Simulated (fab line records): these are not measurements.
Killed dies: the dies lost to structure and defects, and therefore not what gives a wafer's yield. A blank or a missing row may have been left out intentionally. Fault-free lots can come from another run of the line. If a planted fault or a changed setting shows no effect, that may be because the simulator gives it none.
fab line records	flow sfq-line
[record] lots = 6	wafers = 16	last-day = 95
route steps=325 shown I0@47 M1@58 I1@73 M2@88 M8@325
lots that met no fault: taken from a fault-free run of the same line
start-h: the number of hours between the record's first day and the start of the first shown wafer of the lot	wait-h: hours from the lot's prior step to this one	" the same as in the row above	L1.1+2: a row that stands for several wafers	- no value present, or no start provided	* or withheld: withheld	< > ~ a bound
route shown NAME@n: NAME is a module with steps in the file, n the number in the route of the first one	usual: average and standard deviation across the fault-free wafers	same: alike in all rows	chamber/n: place in a boat	sites: readings site by site	_std_site: standard deviation of those values	_edge_site: the outer-site mean with the inner-site mean subtracted	radius-mm: how far each site lies from the wafer's centre	mask NAME#n: copy n	behind: the last tool/chamber to shape the wafer	hold: cause of the lot's hold/its duration in hours/its outcome	device: names the non-switching transistor (n, p or np)	end of line: at the end of the route, the tests of the same wafers	where a step has no rows: the recipe by itself	killed: not the wafer's yield, but the dies lost to structure and defects at the first sort	map: a wafer's dies, x killed, . not, _ none there
set.NAME: the setting the step ran with; set.NAME@STEP: the setting that earlier step ran with	model.NAME: the simulator's own value behind a step, which no gauge read
certain route steps with their lots: each step a table, each wafer a row
services: from which hour (start-h, from the record's first day; less than 0 if before it) a tool's chamber was out of use, for how many hours, and why
[[steps]]
[step SFQ_TRILAYER_I0_VIA_LITHO_COAT_036]
[recipe] resist = BARC	spin-rpm = 3000	resist-thk-nm = 62
[step SFQ_TRILAYER_I0_VIA_LITHO_COAT_031]
[recipe] resist = KrF	spin-rpm = 3000	resist-thk-nm = 650
[step SFQ_TRILAYER_I0_VIA_LITHO_SOFTBAKE_035]
[recipe] temp-c = withheld	time-s = withheld	resist = KrF
[step SFQ_TRILAYER_I0_VIA_LITHO_EXPOSE_032]
[recipe] mask-id = I0	na = 0.6	source-shape = conventional	sigma-outer = 0.65	target-cd-nm = 500	dose-mj = 21.3
[step SFQ_TRILAYER_I0_VIA_LITHO_PEB_034]
[recipe] peb-temp-c = 115	peb-time-s = 60	resist = KrF
[step SFQ_TRILAYER_I0_VIA_LITHO_DEVELOP_033]
[recipe] time-s = 60	resist = KrF
[step SFQ_I0_OVL_MEAS_908]
[usual] I0_OVL = 0/5
lot.wafer	tool	chamber	start-h	wait-h	I0_OVL[nm]
L802.2	overlay-01	-	471.17	0.1	1
L802.4	"	-	"	"	3
L802.6	"	-	"	"	2
L808.2	overlay-02	-	551.70	0.1	-6
L808.3	"	-	"	"	3
L808.6	"	-	"	"	1
L810.2	overlay-01	-	564.82	0.1	0
L810.4	"	-	"	"	2
L814.1	overlay-02	-	590.71	0.1	-2
L814.5	"	-	"	"	-3
L817.1	overlay-02	-	626.71	0.1	-18
L817.5	"	-	"	"	-4
L817.6	"	-	"	"	-12
L819.1	overlay-02	-	650.83	0.1	2
L819.3	"	-	"	"	0
L819.6	"	-	"	"	2
[step SFQ_TRILAYER_I0_VIA_BARC_OPEN_VIA_ETCH_046]
[recipe] mask-material = PR	chemistry = O2	target-depth-nm = 125	target = BARC	source-w = 500	bias-w = 80	pressure-mtorr = 30	time-s = 41.7
[usual] drypump-motor-current-A = 5.5/0.37	oes-product-au = 0.685/0.0048
lot.wafer	tool	chamber	start-h	wait-h	drypump-motor-current-A	oes-product-au	rf-hours-counter-h
L802.2	rie-diel-04	1	471.20	0.0	5.9	0.684	9
L802.4	"	3	"	"	5.5	0.688	15
L802.6	"	0	"	"	5.0	0.668	-
L808.2	rie-diel-03	0	551.73	0.0	5.6	0.686	10
L808.3	"	2	"	"	5.6	0.692	68
L808.6	"	0	"	"	5.6	0.692	-
L810.2	rie-diel-04	1	564.85	0.0	5.9	0.679	10
L810.4	"	0	"	"	5.0	0.694	66
L814.1	rie-diel-04	2	590.75	0.0	4.9	0.680	8
L814.5	"	2	"	"	4.9	0.688	-
L817.1	rie-diel-03	3	626.75	0.0	5.3	0.700	2
L817.5	"	1	"	"	5.6	0.684	-
L817.6	"	0	"	"	5.6	0.685	-
L819.1	rie-diel-01	1	650.87	0.0	5.3	0.691	2
L819.3	"	3	"	"	5.6	0.684	63
L819.6	"	1	"	"	5.3	0.688	-
[step SFQ_TRILAYER_I0_VIA_ETCH_VIA_ETCH_034]
[recipe] target = SiO2	stop-on = Nb	mask-material = PR	taper-deg = 20	chemistry = CHF3	target-depth-nm = 260	source-w = 500	bias-w = 80	pressure-mtorr = 30	time-s = withheld
[usual] drypump-motor-current-A = 5.5/0.37	oes-product-au = 0.855/0.0055
lot.wafer	tool	chamber	start-h	wait-h	drypump-motor-current-A	oes-product-au
L802.2	rie-diel-04	1	471.24	0.0	5.9	0.859
L802.4	"	3	"	"	5.4	0.849
L802.6	"	0	"	"	5.0	0.863
L808.2	rie-diel-03	0	551.77	0.0	5.6	0.861
L808.3	"	2	"	"	5.7	0.856
L808.6	"	0	"	"	5.6	0.860
L810.2	rie-diel-04	1	564.89	0.0	5.9	0.851
L810.4	"	0	"	"	5.0	0.859
L814.1	rie-diel-04	2	590.79	0.0	4.9	0.854
L814.5	"	2	"	"	4.9	0.855
L817.1	rie-diel-03	3	626.79	0.0	5.3	0.863
L817.5	"	1	"	"	5.6	0.854
L817.6	"	0	"	"	5.6	0.851
L819.1	rie-diel-01	1	650.91	0.0	5.4	0.844
L819.3	"	3	"	"	5.6	0.850
L819.6	"	1	"	"	5.4	0.861
[step SFQ_TRILAYER_I0_VIA_STRIP_STRIP_035]
[recipe] gas = O2	power-w = 200	platen-temp-c = 40	overash-fraction = 0.65	chemistry = O2	pressure-mtorr = 50
[step SFQ_TRILAYER_I0_VIA_STRIP_SOLV_CLEAN_036]
[recipe] chemistry = NMP	temp-c = 70	time-s = 600
[step SFQ_TRILAYER_M1_DEP_PRE_CLEAN_038]
[recipe] gas = Ar	time-s = 22.5	bias-v = 250
[step SFQ_TRILAYER_M1_DEP_SPUTTER_037]
[recipe] material = Nb	base-pressure-pa = 1.33e-06	chamber-pressure-pa = 0.1333	substrate-temp-c = 20	resputter-cathode-voltage-v = 400	target-thk-nm = 200	power-w = 2000	time-s = 133.3
[usual] base-pressure-pa = 1.32e-06/9.2e-08	throttle-valve-pct = 30.3/1
lot.wafer	tool	chamber	start-h	wait-h	base-pressure-pa	throttle-valve-pct	model.Nb_of_TRILAYER_M1_DEP_SPUTTER_037.thk-nm
L802.2	pvd-sputter-04	-	472.16	0.0	1.32e-06	29.6	196.1
L802.4	"	-	"	"	1.18e-06	29.2	197.7
L802.6	"	-	"	"	1.37e-06	29.3	197.3
L808.2	pvd-sputter-03	-	553.70	0.0	1.27e-06	30.8	200.3
L808.3	"	-	"	"	1.38e-06	31.2	197.8
L808.6	"	-	"	"	1.24e-06	31.0	197.8
L810.2	pvd-sputter-03	-	565.81	0.0	1.3e-06	29.8	121.7
L810.4	"	-	"	"	1.34e-06	31.1	199.8
L814.1	pvd-sputter-03	-	591.70	0.0	1.47e-06	29.9	117.7
L814.5	"	-	"	"	1.18e-06	31.3	194.1
L817.1	pvd-sputter-05	-	627.70	0.0	1.33e-06	31.4	201.6
L817.5	"	-	"	"	1.24e-06	28.0	200.3
L817.6	"	-	"	"	1.28e-06	31.5	200.2
L819.1	pvd-sputter-05	-	651.83	0.0	1.43e-06	31.3	197.4
L819.3	"	-	"	"	1.13e-06	27.9	197.6
L819.6	"	-	"	"	1.29e-06	31.4	196
[step SFQ_M1_RS_MEAS_909]
[recipe] thk-meas-gauge = four-point-probe	reads = Nb_of_TRILAYER_M1_DEP_SPUTTER_037
[usual] M1_NB_RS = 0.893/0.01
lot.wafer	tool	chamber	start-h	wait-h	M1_NB_RS[ohm/sq]
L802.2	film-metro-04	-	472.27	0.1	0.906
L802.4	"	-	"	"	0.899
L802.6	"	-	"	"	0.902
L808.2	film-metro-02	-	553.81	0.1	0.887
L808.3	"	-	"	"	0.898
L808.6	"	-	"	"	0.897
L810.2	film-metro-02	-	565.92	0.1	1.472
L810.4	"	-	"	"	0.890
L814.1	film-metro-04	-	591.79	0.0	1.525
L814.5	"	-	"	"	0.916
L817.1	film-metro-04	-	627.79	0.0	0.885
L817.5	"	-	"	"	0.888
L817.6	"	-	"	"	0.890
L819.1	film-metro-04	-	651.92	0.0	0.901
L819.3	"	-	"	"	0.903
L819.6	"	-	"	"	0.909
[step SFQ_TRILAYER_M1_LITHO_COAT_044]
[recipe] resist = BARC	spin-rpm = 3000	resist-thk-nm = 62
[step SFQ_TRILAYER_M1_LITHO_COAT_039]
[recipe] resist = KrF	spin-rpm = 3000	resist-thk-nm = 600
[step SFQ_TRILAYER_M1_LITHO_SOFTBAKE_043]
[recipe] temp-c = withheld	time-s = withheld	resist = KrF
[step SFQ_TRILAYER_M1_LITHO_EXPOSE_040]
[recipe] mask-id = M1	na = 0.6	source-shape = conventional	sigma-outer = 0.65	target-cd-nm = 500	dose-mj = 14.4
[step SFQ_TRILAYER_M1_LITHO_PEB_042]
[recipe] peb-temp-c = 115	peb-time-s = 60	resist = KrF
[step SFQ_TRILAYER_M1_LITHO_DEVELOP_041]
[recipe] time-s = 60	resist = KrF
[step SFQ_M1_OVL_MEAS_911]
[usual] M1_OVL = 2/6.7
lot.wafer	tool	chamber	start-h	wait-h	M1_OVL[nm]
L802.2	overlay-01	-	630.32	0.1	4
L802.4	"	-	"	"	3
L802.6	"	-	"	"	3
L808.2	overlay-01	-	712.59	0.1	-7
L808.3	"	-	"	"	-3
L808.6	"	-	"	"	3
L810.2	overlay-02	-	722.19	0.1	-4
L810.4	"	-	"	"	-9
L814.1	overlay-01	-	753.62	0.1	3
L814.5	"	-	"	"	-4
L817.1	overlay-02	-	783.85	0.1	2
L817.5	"	-	"	"	2
L817.6	"	-	"	"	-3
L819.1	overlay-02	-	805.45	0.1	1
L819.3	"	-	"	"	2
L819.6	"	-	"	"	6
[step SFQ_TRILAYER_M1_BARC_OPEN_METAL_ETCH_054]
[recipe] mask-material = PR	chemistry = O2	target-depth-nm = 125	target = BARC	icp-w = 600	bias-w = 80	pressure-mtorr = 10	time-s = 41.7
[usual] drypump-motor-current-A = 5.6/0.36	oes-product-au = 0.685/0.0042
lot.wafer	tool	chamber	start-h	wait-h	drypump-motor-current-A	oes-product-au	rf-hours-counter-h
L802.2	rie-metal-01	1	630.52	0.2	5.4	0.684	-
L802.4	"	1	"	"	5.4	0.684	-
L802.6	"	1	"	"	5.4	0.684	-
L808.2	rie-metal-01	0	712.62	0.0	5.4	0.684	96
L808.3	"	0	"	"	5.4	0.679	-
L808.6	"	0	"	"	5.4	0.692	-
L810.2	rie-metal-03	0	722.22	0.0	5.5	0.687	74
L810.4	"	0	"	"	5.5	0.683	-
L814.1	rie-metal-01	1	753.66	0.0	5.4	0.688	25
L814.5	"	1	"	"	5.4	0.686	-
L817.1	rie-metal-01	1	783.89	0.0	5.4	0.685	29
L817.5	"	0	"	"	5.4	0.681	-
L817.6	"	1	"	"	5.4	0.690	-
L819.1	rie-metal-03	0	805.49	0.0	5.5	0.686	82
L819.3	"	0	"	"	5.5	0.686	-
L819.6	"	1	"	"	5.8	0.685	-
[step SFQ_TRILAYER_M1_ETCH_METAL_ETCH_042]
[recipe] target = Nb	stop-on = SiO2	mask-material = PR	chemistry = Cl2/Ar	target-depth-nm = 240	icp-w = 600	bias-w = 80	pressure-mtorr = 10	time-s = 120
[usual] drypump-motor-current-A = 5.6/0.36	oes-product-au = 0.892/0.0073
lot.wafer	tool	chamber	start-h	wait-h	drypump-motor-current-A	oes-product-au	rf-hours-counter-h
L802.2	rie-metal-01	1	630.66	0.1	5.4	0.885	-
L802.4	"	1	"	"	5.4	0.884	-
L802.6	"	1	"	"	5.4	0.886	-
L808.2	rie-metal-01	0	712.68	0.0	5.4	0.894	96
L808.3	"	0	"	"	5.4	0.887	-
L808.6	"	0	"	"	5.4	0.886	-
L810.2	rie-metal-03	0	722.28	0.0	5.5	0.690	74
L810.4	"	0	"	"	5.5	0.897	-
L814.1	rie-metal-01	1	753.72	0.0	5.4	0.685	25
L814.5	"	1	"	"	5.3	0.878	-
L817.1	rie-metal-01	1	783.95	0.0	5.4	0.896	29
L817.5	"	0	"	"	5.4	0.893	-
L817.6	"	1	"	"	5.4	0.898	-
L819.1	rie-metal-03	0	805.55	0.0	5.5	0.881	82
L819.3	"	0	"	"	5.5	0.895	-
L819.6	"	1	"	"	5.8	0.884	-
[step SFQ_TRILAYER_M1_STRIP_STRIP_043]
[recipe] gas = O2	power-w = 200	platen-temp-c = 40	overash-fraction = 0.65	chemistry = O2	pressure-mtorr = 50
[step SFQ_TRILAYER_M1_STRIP_SOLV_CLEAN_044]
[recipe] chemistry = NMP	temp-c = 70	time-s = 600
[step SFQ_TRILAYER_I1_DEP_PECVD_045]
[recipe] material = SiO2	temp-c = 150	time-s = 111.11	pressure-torr = 2.4	rf-w = 183.3	precursor = SiH4/N2O	target-thk-nm = 500
[step SFQ_TRILAYER_I1_CMP_CMP_046]
[recipe] material = SiO2	down-force-psi = 3	platen-rpm = 60	pad-velocity-m-s = 0.94248
[usual] motor-current-A = 10.2/0.8	time-to-endpoint-s = 216/7.9
lot.wafer	tool	chamber	start-h	wait-h	motor-current-A	time-to-endpoint-s
L802.4	cmp-02	0	633.32	1.0	8.3	222
L802.2	"	1	"	"	11.1	224
L802.6	"	2	"	"	11.3	212
L808.3	cmp-02	0	714.16	0.5	8.1	209
L808.2	"	1	"	"	11.1	216
L808.6	"	3	715.66	2.0	10.1	216
L810.2	cmp-02	3	723.90	0.7	10.1	219
L810.4	"	1	724.90	1.6	10.5	230
L814.1	cmp-01	1	756.30	1.6	9.8	216
L814.5	"	0	757.80	3.1	11.5	213
L817.1	cmp-01	3	786.52	1.6	9.8	208
L817.6	"	1	787.52	2.6	10.5	212
L817.5	"	2	"	"	9.8	209
L819.1	cmp-02	0	810.52	4.0	8.1	208
L819.3	"	1	"	"	11.2	212
L819.6	"	2	"	"	11.2	207
[step SFQ_I1_BOW_MEAS_912]
[recipe] mode = bow
[usual] I1_BOW = 1/6.9
lot.wafer	tool	chamber	start-h	wait-h	I1_BOW[um]
L802.2	film-metro-01	-	635.34	1.0	0
L802.4	"	-	"	"	-2
L802.6	"	-	"	"	-5
L808.2	film-metro-02	-	716.68	1.5	-6
L808.3	"	-	"	"	0
L808.6	"	-	"	"	-6
L810.2	film-metro-03	-	726.92	2.5	-4
L810.4	"	-	"	"	4
L814.1	film-metro-01	-	758.30	1.5	-2
L814.5	"	-	"	"	-7
L817.1	film-metro-01	-	788.52	1.5	2
L817.5	"	-	"	"	4
L817.6	"	-	"	"	2
L819.1	film-metro-03	-	812.52	1.5	10
L819.3	"	-	"	"	10
L819.6	"	-	"	"	-3
[step SFQ_TRILAYER_I1_METRO_MEASURE_047]
[step SFQ_TRILAYER_I1_VIA_LITHO_COAT_054]
[recipe] resist = BARC	spin-rpm = 3000	resist-thk-nm = 62
[step SFQ_TRILAYER_I1_VIA_LITHO_COAT_049]
[recipe] resist = KrF	spin-rpm = 3000	resist-thk-nm = 650
[step SFQ_TRILAYER_I1_VIA_LITHO_SOFTBAKE_053]
[recipe] temp-c = withheld	time-s = withheld	resist = KrF
[step SFQ_TRILAYER_I1_VIA_LITHO_EXPOSE_050]
[recipe] mask-id = I1	na = 0.6	source-shape = conventional	sigma-outer = 0.65	target-cd-nm = 500	dose-mj = 21.3
[step SFQ_TRILAYER_I1_VIA_LITHO_PEB_052]
[recipe] peb-temp-c = 115	peb-time-s = 60	resist = KrF
[step SFQ_TRILAYER_I1_VIA_LITHO_DEVELOP_051]
[recipe] time-s = 60	resist = KrF
[step SFQ_I1_OVL_MEAS_913]
[usual] I1_OVL = 1/4.8
lot.wafer	tool	chamber	start-h	wait-h	I1_OVL[nm]
L802.2	overlay-02	-	639.11	0.1	2
L802.4	"	-	"	"	10
L802.6	"	-	"	"	7
L808.2	overlay-02	-	720.23	0.1	-3
L808.3	"	-	"	"	-1
L808.6	"	-	"	"	0
L810.2	overlay-02	-	730.47	0.1	7
L810.4	"	-	"	"	7
L814.1	overlay-01	-	778.05	0.1	-7
L814.5	"	-	"	"	-3
L817.1	overlay-01	-	792.09	0.1	1
L817.5	"	-	"	"	1
L817.6	"	-	"	"	3
L819.1	overlay-01	-	820.79	0.1	0
L819.3	"	-	"	"	1
L819.6	"	-	"	"	-3
[step SFQ_TRILAYER_I1_VIA_BARC_OPEN_VIA_ETCH_071]
[recipe] mask-material = PR	chemistry = O2	target-depth-nm = 125	target = BARC	source-w = 500	bias-w = 80	pressure-mtorr = 30	time-s = 41.7
[step SFQ_TRILAYER_I1_VIA_ETCH_VIA_ETCH_052]
[recipe] target = SiO2	stop-on = Nb	mask-material = PR	taper-deg = 20	chemistry = CHF3	target-depth-nm = 260	source-w = 500	bias-w = 80	pressure-mtorr = 30	time-s = withheld
[usual] drypump-motor-current-A = 5.2/0.35	oes-product-au = 0.855/0.0052
lot.wafer	tool	chamber	start-h	wait-h	drypump-motor-current-A	oes-product-au
L802.2	rie-diel-03	0	639.18	0.0	5.6	0.849
L802.4	"	2	"	"	5.7	0.855
L802.6	"	2	"	"	5.7	0.847
L808.2	rie-diel-03	2	720.30	0.0	5.7	0.852
L808.3	"	1	"	"	5.6	0.854
L808.6	"	1	"	"	5.6	0.857
L810.2	rie-diel-02	1	730.54	0.0	4.9	0.848
L810.4	"	3	"	"	4.9	0.856
L814.1	rie-diel-04	3	778.12	0.0	5.5	0.856
L814.5	"	1	"	"	5.8	0.855
L817.1	rie-diel-04	2	792.17	0.0	4.9	0.860
L817.5	"	0	"	"	5.0	0.853
L817.6	"	1	"	"	5.9	0.848
L819.1	rie-diel-02	0	820.86	0.0	5.6	0.849
L819.3	"	1	"	"	4.9	0.862
L819.6	"	2	"	"	5.0	0.846
[step SFQ_TRILAYER_I1_VIA_STRIP_STRIP_053]
[recipe] gas = O2	power-w = 200	platen-temp-c = 40	overash-fraction = 0.65	chemistry = O2	pressure-mtorr = 50
[step SFQ_TRILAYER_I1_VIA_STRIP_SOLV_CLEAN_054]
[recipe] chemistry = NMP	temp-c = 70	time-s = 600
[step SFQ_TRILAYER_M2_DEP_PRE_CLEAN_056]
[recipe] gas = Ar	time-s = 22.5	bias-v = 250
[step SFQ_M8_BOW_MEAS_951]
[recipe] mode = bow
[usual] M8_BOW = 8/9.7
lot.wafer	tool	chamber	start-h	wait-h	M8_BOW[um]	model.etest.m1.ohm-um	model.etest.i0.link-ohm	model.etest.i1.link-ohm	model.etest.m1.ohm-sq
L802.2	film-metro-04	-	1926.51	0.0	-2	1.808	2.003	2	0.9075
L802.4	"	-	"	"	-4	1.799	1.993	1.99	0.9001
L802.6	"	-	"	"	-6	1.797	1.99	1.993	0.9021
L808.2	film-metro-02	-	2151.43	0.0	-2	1.774	1.961	1.966	0.8884
L808.3	"	-	"	"	2	1.798	1.994	1.97	0.8998
L808.6	"	-	"	"	-2	1.8	1.977	1.968	0.8999
L810.2	film-metro-02	-	2168.56	0.0	-1	2.912	2.66	2.524	1.462
L810.4	"	-	"	"	6	1.785	1.962	1.957	0.8905
L814.1	film-metro-01	-	2180.08	0.0	10	3.021	2.718	2.577	1.511
L814.5	"	-	"	"	5	1.833	2.011	1.981	0.9171
L817.1	film-metro-01	-	2258.84	0.0	10	1.775	1.963	1.97	0.8828
L817.5	"	-	"	"	11	1.779	1.956	1.962	0.8883
L817.6	"	-	"	"	11	1.782	1.962	1.973	0.889
L819.1	film-metro-01	-	2270.97	0.0	13	1.822	1.984	1.965	0.9017
L819.3	"	-	"	"	13	1.815	1.99	1.963	0.9007
L819.6	"	-	"	"	1	1.81	1.989	1.982	0.908
[[services]]
tool	chamber	start-h	hours	kind
rie-diel-04	0	450.61	1.4	repair
rie-diel-03	0	459.39	8.4	repair
cmp-02	-	470.61	19.3	repair
rie-metal-03	-	498.99	4.9	repair
rie-diel-04	-	509.04	0.7	repair
rie-diel-03	3	517.19	11.1	repair
cmp-02	-	535.83	9.4	pm
rie-diel-04	0	542.01	8.0	repair
cmp-02	-	546.06	11.9	repair
rie-diel-03	0	570.75	2.3	repair
rie-metal-03	-	578.56	1.0	repair
rie-diel-04	0	581.37	5.1	repair
rie-diel-03	2	582.79	7.5	repair
cmp-02	-	589.46	2.3	repair
rie-metal-03	0	599.35	48.2	repair
cmp-02	-	718.23	1.7	repair
rie-diel-03	3	733.62	1.9	repair
cmp-02	-	737.78	0.3	repair
rie-diel-03	-	745.65	0.4	repair
rie-diel-03	0	746.95	2.9	repair
cmp-02	-	751.70	4.0	pm
rie-diel-03	-	777.03	5.6	repair
rie-diel-03	1	777.18	8.5	repair
rie-diel-04	2	778.88	3.1	repair
[[key]]
[first-sign] step = SFQ_M1_RS_MEAS_909	reading = M1_NB_RS	direction = up	sigmas = 58	usual = 0.893	struck = 1.499
[effect] step = SFQ_TRILAYER_M1_ETCH_METAL_ETCH_042	reading = oes-product-au	direction = down	sigmas = 28	usual = 0.892	struck = 0.687
[model-effect] step = SFQ_TRILAYER_M1_DEP_SPUTTER_037	value = Nb_of_TRILAYER_M1_DEP_SPUTTER_037.thk-nm	without = 197.4	struck = 119.7
[model-effect] step = SFQ_M8_BOW_MEAS_951	value = etest.m1.ohm-um	without = 1.799	struck = 2.966
met-at SFQ_TRILAYER_M1_DEP_SPUTTER_037
struck-wafers L810.2,L814.1
onset-between 553.70 565.81
[fault] kind = process-parameter-drift	tool = pvd-sputter-03	chamber = -	onset-h = 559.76	steps = SFQ_TRILAYER_M1_DEP_SPUTTER_037	channel = target-thk-nm	offset = -77.668	shape = step	end-h = 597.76	scope = struck-wafers-only	acts-in = these-recipes-only	stated = 200
